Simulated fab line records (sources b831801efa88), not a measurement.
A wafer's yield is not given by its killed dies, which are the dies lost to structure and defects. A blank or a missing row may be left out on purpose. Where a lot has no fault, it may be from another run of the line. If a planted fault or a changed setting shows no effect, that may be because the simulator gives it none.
fab line records -- flow sky130
[record] lots = 13, wafers = 37, last_day = 50
route steps=708 shown FIELD_ISO@5 DNWELL@43 PWDE@54 SONOS_TUNNEL@163 PAD_OPEN@708
lots untouched by any fault: they come from a run of this same line in which no faults occurred
start_h: the number of hours between the record's first day and the start of the first shown wafer of the lot -- wait_h: time in hours since the lot's previous step -- " repeats the value in the row above -- L1.1+2: a single row standing in for several wafers -- - value missing, or start not given -- * or withheld: withheld -- < > ~ a bound
route shown NAME@n: names a module that has steps shown in the file, with the first one's number in the route -- usual: the fault-free wafers' mean and standard deviation -- same: alike in all rows -- chamber/n: place in a boat -- sites: each site's reading -- _std_site: how widely they spread, as a standard deviation -- _edge_site: inner sites' mean taken away from outer sites' mean -- radius_mm: for every site, how far away it sits from the centre of the wafer -- mask NAME#n: copy n -- behind: tool/chamber where the wafer was last shaped -- hold: the reason the lot was held/the length of the hold in hours/how it ended -- device: the n, p or np transistor that did not switch -- end of line: the route-end tests of the same wafers -- a step given without rows: its recipe and nothing more -- killed: count of dies lost to structure and defects at first sort (not the wafer's yield) -- map: a wafer's dies, marking killed ones x, the rest . and places with no die _
set.NAME: the setting the step ran with; set.NAME@STEP: the setting that earlier step ran with -- model.NAME: the simulator's own value behind a step, which no gauge read
the route's steps for a sample of lots (tables are steps, rows are wafers)
services: when a tool's chamber went out of use (start_h, in hours from the record's first day, below 0 if earlier), for how many hours, and the reason
[[steps]]
[step SKY_FIELD_ISO_THK_MEAS_04]
[recipe] reads = Si3N4_of_FIELD_ISO_CVD_03
[usual] FIELD_ISO_CVD_03_THK = 164.1/1.6
lot.wafer,tool,chamber,start_h,wait_h,FIELD_ISO_CVD_03_THK[nm]
L825.1,film_metro-02,-,43.34,0.0,163.2
L825.3,film_metro-02,-,43.34,0.0,161.8
L825.5,film_metro-02,-,43.34,0.0,161.9
L826.2,film_metro-04,-,47.45,0.0,166.1
L826.3,film_metro-04,-,47.45,0.0,165.2
L827.1,film_metro-01,-,52.97,0.0,165.0
L827.3,film_metro-01,-,52.97,0.0,164.3
L827.5,film_metro-01,-,52.97,0.0,165.4
L828.1,film_metro-04,-,57.23,0.0,165.8
L828.2,film_metro-04,-,57.23,0.0,165.2
L828.5,film_metro-04,-,57.23,0.0,162.7
L829.1,film_metro-01,-,59.02,0.0,166.3
L829.2,film_metro-01,-,59.02,0.0,165.6
L829.3,film_metro-01,-,59.02,0.0,164.7
L835.3,film_metro-04,-,88.79,0.0,166.4
L835.4,film_metro-04,-,88.79,0.0,164.7
L835.5,film_metro-04,-,88.79,0.0,164.3
L836.1,film_metro-04,-,94.54,0.0,163.9
L836.4,film_metro-04,-,94.54,0.0,162.9
L836.6,film_metro-04,-,94.54,0.0,162.7
L837.3,film_metro-04,-,101.69,0.0,163.6
L837.5,film_metro-04,-,101.69,0.0,164.3
L837.6,film_metro-04,-,101.69,0.0,163.9
L838.1,film_metro-02,-,107.13,0.0,167.4
L838.3,film_metro-02,-,107.13,0.0,166.3
L838.5,film_metro-02,-,107.13,0.0,167.1
L840.2,film_metro-02,-,114.48,0.0,165.2
L840.4,film_metro-02,-,114.48,0.0,163.4
L840.6,film_metro-02,-,114.48,0.0,163.9
L841.1,film_metro-04,-,119.35,0.0,164.4
L841.2,film_metro-04,-,119.35,0.0,162.7
L841.4,film_metro-04,-,119.35,0.0,163.0
L842.1,film_metro-01,-,123.48,0.0,164.9
L842.2,film_metro-01,-,123.48,0.0,165.3
L842.4,film_metro-01,-,123.48,0.0,164.8
L843.3,film_metro-02,-,128.50,0.0,163.6
L843.5,film_metro-02,-,128.50,0.0,162.9
[step SKY_DNWELL_STRIP_08]
[recipe] chemistry = O2/N2, power_w = 1400, pressure_mtorr = 1500, platen_temp_c = withheld, o2_flow_sccm = 3000, n2_flow_sccm = 300, overash_fraction = 0.5
[usual] drypump_motor_current_A = 5.9/0.5, oes_product_au = 0.722/0.0044, strip_time_to_endpoint_s = 36.97/0.079
lot.wafer,tool,chamber,start_h,wait_h,drypump_motor_current_A,oes_product_au,rf_hours_counter_h,strip_time_to_endpoint_s
L825.1,plasma_asher-04,0,81.90,0.1,5.1,0.719,28,36.90
L825.3,plasma_asher-04,0,81.90,0.1,5.2,0.720,-,36.95
L825.5,plasma_asher-04,1,81.90,0.1,6.4,0.725,-,37.00
L826.2,plasma_asher-02,0,84.88,0.1,6.0,0.729,36,37.05
L826.3,plasma_asher-02,1,84.88,0.1,6.5,0.720,-,37.04
L827.1,plasma_asher-03,1,91.30,0.1,5.5,0.725,41,37.00
L827.3,plasma_asher-03,1,91.30,0.1,5.6,0.720,-,37.00
L827.5,plasma_asher-03,1,91.30,0.1,5.5,0.714,-,36.93
L829.1,plasma_asher-02,1,98.63,0.1,6.5,0.723,38,36.94
L829.2,plasma_asher-02,0,98.63,0.1,6.1,0.724,38,37.12
L829.3,plasma_asher-02,0,98.63,0.1,6.0,0.708,-,36.99
L828.1,plasma_asher-04,0,99.06,0.1,5.1,0.724,29,37.02
L828.2,plasma_asher-04,1,99.06,0.1,6.4,0.718,29,36.99
L828.5,plasma_asher-04,0,99.06,0.1,5.1,0.724,-,37.09
L835.3,plasma_asher-03,0,133.68,0.1,5.3,0.718,-,36.87
L835.4,plasma_asher-03,1,133.68,0.1,5.5,0.726,-,36.78
L835.5,plasma_asher-03,0,133.68,0.1,5.3,0.725,-,36.92
L836.1,plasma_asher-03,0,137.73,0.1,5.3,0.721,2,36.99
L836.4,plasma_asher-03,0,137.73,0.1,5.3,0.722,-,36.87
L836.6,plasma_asher-03,1,137.73,0.1,5.5,0.727,-,36.97
L837.3,plasma_asher-04,1,143.60,0.1,6.4,0.726,-,36.91
L837.5,plasma_asher-04,0,143.60,0.1,5.1,0.725,-,36.96
L837.6,plasma_asher-04,1,143.60,0.1,6.3,0.731,-,36.98
L838.1,plasma_asher-04,1,154.43,0.1,6.3,0.718,35,36.94
L838.3,plasma_asher-04,1,154.43,0.1,6.4,0.727,-,36.82
L838.5,plasma_asher-04,1,154.43,0.1,6.3,0.724,-,36.91
L840.2,plasma_asher-03,1,163.20,0.1,5.5,0.722,4,36.99
L840.4,plasma_asher-03,0,163.20,0.1,5.3,0.723,-,36.98
L840.6,plasma_asher-03,1,163.20,0.1,5.5,0.721,-,36.97
L841.1,plasma_asher-02,1,167.11,0.1,6.5,0.725,45,36.82
L841.2,plasma_asher-02,0,167.11,0.1,6.1,0.721,45,36.89
L841.4,plasma_asher-02,0,167.11,0.1,6.1,0.721,-,36.88
L842.1,plasma_asher-03,0,173.55,0.1,5.3,0.729,5,37.03
L842.2,plasma_asher-03,1,173.55,0.1,5.5,0.726,5,37.12
L842.4,plasma_asher-03,1,173.55,0.1,5.5,0.719,-,37.05
L843.3,plasma_asher-04,1,174.95,0.1,6.3,0.725,-,36.92
L843.5,plasma_asher-04,1,174.95,0.1,6.3,0.716,-,37.03
[step SKY_PWDE_STRIP_09]
[recipe] chemistry = O2/N2, power_w = 1400, pressure_mtorr = 1500, platen_temp_c = withheld, o2_flow_sccm = 3000, n2_flow_sccm = 300, overash_fraction = 0.5
[usual] drypump_motor_current_A = 5.8/0.42, oes_product_au = 0.722/0.005, strip_time_to_endpoint_s = 36.91/0.12
lot.wafer,tool,chamber,start_h,wait_h,drypump_motor_current_A,oes_product_au,rf_hours_counter_h,strip_time_to_endpoint_s
L825.1,plasma_asher-03,0,98.15,0.1,5.3,0.719,42,36.96
L825.3,plasma_asher-03,0,98.15,0.1,5.3,0.734,-,37.00
L825.5,plasma_asher-03,1,98.15,0.1,5.5,0.725,-,37.03
L826.2,plasma_asher-02,0,102.97,0.1,6.0,0.725,39,37.10
L826.3,plasma_asher-02,0,102.97,0.1,6.0,0.721,-,36.97
L827.1,plasma_asher-02,0,108.97,0.1,6.1,0.720,39,36.84
L827.3,plasma_asher-02,1,108.97,0.1,6.5,0.714,-,36.78
L827.5,plasma_asher-02,1,108.97,0.1,6.5,0.721,-,36.75
L829.1,plasma_asher-02,0,115.87,0.1,6.0,0.719,40,36.86
L829.2,plasma_asher-02,1,115.87,0.1,6.5,0.729,40,36.76
L829.3,plasma_asher-02,0,115.87,0.1,6.0,0.731,-,36.75
L828.1,plasma_asher-01,1,116.72,0.1,6.1,0.719,44,36.86
L828.2,plasma_asher-01,0,116.72,0.1,5.4,0.721,44,36.70
L828.5,plasma_asher-01,1,116.72,0.1,6.1,0.718,-,36.80
L835.3,plasma_asher-02,1,153.85,0.1,6.5,0.723,-,36.89
L835.4,plasma_asher-02,0,153.85,0.1,6.0,0.731,-,36.96
L835.5,plasma_asher-02,1,153.85,0.1,6.5,0.724,-,36.88
L836.1,plasma_asher-01,1,157.57,0.1,6.1,0.722,48,36.90
L836.4,plasma_asher-01,0,157.57,0.1,5.4,0.732,-,36.84
L836.6,plasma_asher-01,0,157.57,0.1,5.4,0.731,-,36.72
L837.3,plasma_asher-01,1,163.53,0.1,6.1,0.723,-,36.95
L837.5,plasma_asher-01,1,163.53,0.1,6.1,0.721,-,37.11
L837.6,plasma_asher-01,0,163.53,0.1,5.4,0.723,-,37.02
L838.1,plasma_asher-03,1,175.30,0.1,5.5,0.717,6,36.80
L838.3,plasma_asher-03,1,175.30,0.1,5.6,0.723,-,36.90
L838.5,plasma_asher-03,1,175.30,0.1,5.5,0.729,-,36.85
L840.2,plasma_asher-02,1,184.72,0.1,6.5,0.728,47,37.06
L840.4,plasma_asher-02,0,184.72,0.1,6.0,0.724,-,36.93
L840.6,plasma_asher-02,0,184.72,0.1,6.1,0.724,-,36.89
L841.1,plasma_asher-02,1,188.07,0.1,6.5,0.725,47,37.16
L841.2,plasma_asher-02,0,188.07,0.1,6.1,0.724,47,37.11
L841.4,plasma_asher-02,0,188.07,0.1,6.1,0.727,-,37.14
L842.1,plasma_asher-01,0,195.75,0.1,5.4,0.722,50,36.89
L842.2,plasma_asher-01,1,195.75,0.1,6.1,0.727,50,36.95
L842.4,plasma_asher-01,1,195.75,0.1,6.1,0.715,-,36.80
L843.3,plasma_asher-01,0,197.74,0.1,5.4,0.726,-,37.01
L843.5,plasma_asher-01,0,197.74,0.1,5.4,0.726,-,37.06
[step SKY_SONOS_TUNNEL_IMPLANT_09]
[recipe] species = B, energy_kev = 20, dose_cm2 = 1e+12, tilt_deg = withheld
lot.wafer,tool,chamber,start_h,wait_h
L825.1+3+5,implanter-02,0,296.57,0.0
L826.2+3,implanter-03,0,304.23,0.0
L827.1+3+5,implanter-02,0,315.25,0.0
L829.1+2+3,implanter-01,0,324.90,0.0
L828.1+2+5,implanter-02,0,325.74,0.0
L835.3+4+5,implanter-01,0,381.17,0.1
L836.1+4+6,implanter-02,0,384.09,0.0
L837.3+5+6,implanter-02,0,393.35,0.1
L838.1+3+5,implanter-03,0,408.34,0.0
L840.2+4+6,implanter-02,0,421.74,0.0
L841.1+2+4,implanter-02,0,425.94,0.0
L842.1+2+4,implanter-02,0,436.77,0.0
L843.3+5,implanter-02,0,440.25,0.1
[step SKY_SONOS_TUNNEL_TW_MEAS_12]
[usual] SONOS_TUNNEL_TW = 197.2/2.1
lot.wafer,tool,chamber,start_h,wait_h,SONOS_TUNNEL_TW
L825.1,film_metro-01,-,296.98,0.0,193.3
L825.3,film_metro-01,-,296.98,0.0,195.3
L825.5,film_metro-01,-,296.98,0.0,195.1
L826.2,film_metro-03,-,304.63,0.0,197.6
L826.3,film_metro-03,-,304.63,0.0,198.1
L827.1,film_metro-01,-,315.71,0.0,177.2
L827.3,film_metro-01,-,315.71,0.0,178.0
L827.5,film_metro-01,-,315.71,0.0,176.8
L829.1,film_metro-03,-,325.35,0.0,197.6
L829.2,film_metro-03,-,325.35,0.0,197.7
L829.3,film_metro-03,-,325.35,0.0,197.4
L828.1,film_metro-03,-,326.18,0.0,180.7
L828.2,film_metro-03,-,326.18,0.0,180.7
L828.5,film_metro-03,-,326.18,0.0,181.2
L835.3,film_metro-04,-,381.57,0.0,200.7
L835.4,film_metro-04,-,381.57,0.0,200.3
L835.5,film_metro-04,-,381.57,0.0,199.6
L836.1,film_metro-01,-,384.50,0.0,197.6
L836.4,film_metro-01,-,384.50,0.0,197.2
L836.6,film_metro-01,-,384.50,0.0,198.2
L837.3,film_metro-04,-,393.73,0.0,199.1
L837.5,film_metro-04,-,393.73,0.0,200.5
L837.6,film_metro-04,-,393.73,0.0,198.8
L838.1,film_metro-01,-,408.79,0.0,198.0
L838.3,film_metro-01,-,408.79,0.0,198.8
L838.5,film_metro-01,-,408.79,0.0,197.4
L840.2,film_metro-01,-,422.15,0.0,199.3
L840.4,film_metro-01,-,422.15,0.0,198.4
L840.6,film_metro-01,-,422.15,0.0,198.6
L841.1,film_metro-04,-,426.36,0.0,201.9
L841.2,film_metro-04,-,426.36,0.0,200.6
L841.4,film_metro-04,-,426.36,0.0,200.7
L842.1,film_metro-01,-,437.20,0.0,198.2
L842.2,film_metro-01,-,437.20,0.0,197.8
L842.4,film_metro-01,-,437.20,0.0,198.7
L843.3,film_metro-01,-,440.65,0.0,197.8
L843.5,film_metro-01,-,440.65,0.0,198.2
[step SKY_PAD_OPEN_PROBE_99]
[usual] killed_at_M0_to_M3 = 44/6.3, killed_at_M4_up = 3.1/1.8, killed_at_contacts = 25/5.1, killed_at_front_end = 15/4.1, killed_at_other = 0.3/0.71, killed_dies = 87/8.8, killed_open = 47/6.8, killed_short = 40/6.7
[same] gross_dies = 492, killed_at_back_side = 0
lot.wafer,tool,chamber,start_h,wait_h,killed_at_M0_to_M3,killed_at_M4_up,killed_at_contacts,killed_at_front_end,killed_at_other,killed_dies,killed_open,killed_short
L828.2,prober-01,-,1136.70,0.1,46,2,23,21,0,92,51,41
// killed by level:class
L828.2 VIA2:geometric_particle:open=11 VIA1:geometric_particle:open=8 FIELD_ISO:geometric_particle:open=7 LI_CONTACT:geometric_particle:open=6 LOCAL_INTERCONNECT:geometric_particle:short=6 FIELD_ISO:geometric_particle:short=5 CONTACT:geometric_particle:open=5 METAL2:geometric_particle:short=5
[[services]]
tool,chamber,start_h,hours,kind
implanter-01,-,64.91,3.8,pm
implanter-02,-,68.03,5.5,pm
implanter-01,-,68.70,3.8,pm
implanter-01,-,70.52,9.5,repair
implanter-03,-,80.14,1.4,repair
plasma_asher-03,-,86.24,4.9,repair
plasma_asher-01,-,95.26,4.0,repair
implanter-03,-,106.32,0.7,repair
plasma_asher-03,-,108.75,9.0,pm
implanter-02,-,121.24,3.5,repair
implanter-01,-,169.69,5.3,repair
plasma_asher-01,-,177.35,10.0,pm
implanter-02,-,187.92,1.2,repair
plasma_asher-02,-,197.57,2.1,repair
plasma_asher-03,-,202.30,2.8,pm
plasma_asher-03,-,205.62,3.6,repair
implanter-01,-,223.64,4.0,repair
plasma_asher-02,-,282.99,2.3,repair
plasma_asher-03,-,314.85,0.7,repair
plasma_asher-02,-,337.53,2.8,pm
plasma_asher-02,-,377.05,8.5,repair
plasma_asher-01,-,381.87,3.7,repair
plasma_asher-01,-,421.25,9.0,pm
implanter-01,-,424.33,20.6,repair
[[key]]
[first_sign] step = SKY_SONOS_TUNNEL_TW_MEAS_12, reading = SONOS_TUNNEL_TW, direction = down, sigmas = 8.6, usual = 197.2, struck = 179.1
effect none on later readings
met_at SKY_SONOS_TUNNEL_IMPLANT_09
struck_lots L827,L828
tester_left_out L827,L828
not_acting_at SKY_FIELD_ISO_THK_MEAS_04,SKY_DNWELL_STRIP_08,SKY_PWDE_STRIP_09
onset_between 296.57 315.25
[fault] kind = process_parameter_drift, tool = implanter-02, chamber = -, onset_h = 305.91, steps = SKY_SONOS_TUNNEL_IMPLANT_09, channel = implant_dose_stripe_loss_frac, offset = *, shape = step, end_h = 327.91
// tester_left_out: of these lots the tester's yield and bins aren't shown, on N5 and GAA mostly nor the transistor test; their killed dies are dies lost to structure and defects alone, not to doping, threshold or leakage, so they don't give the yield
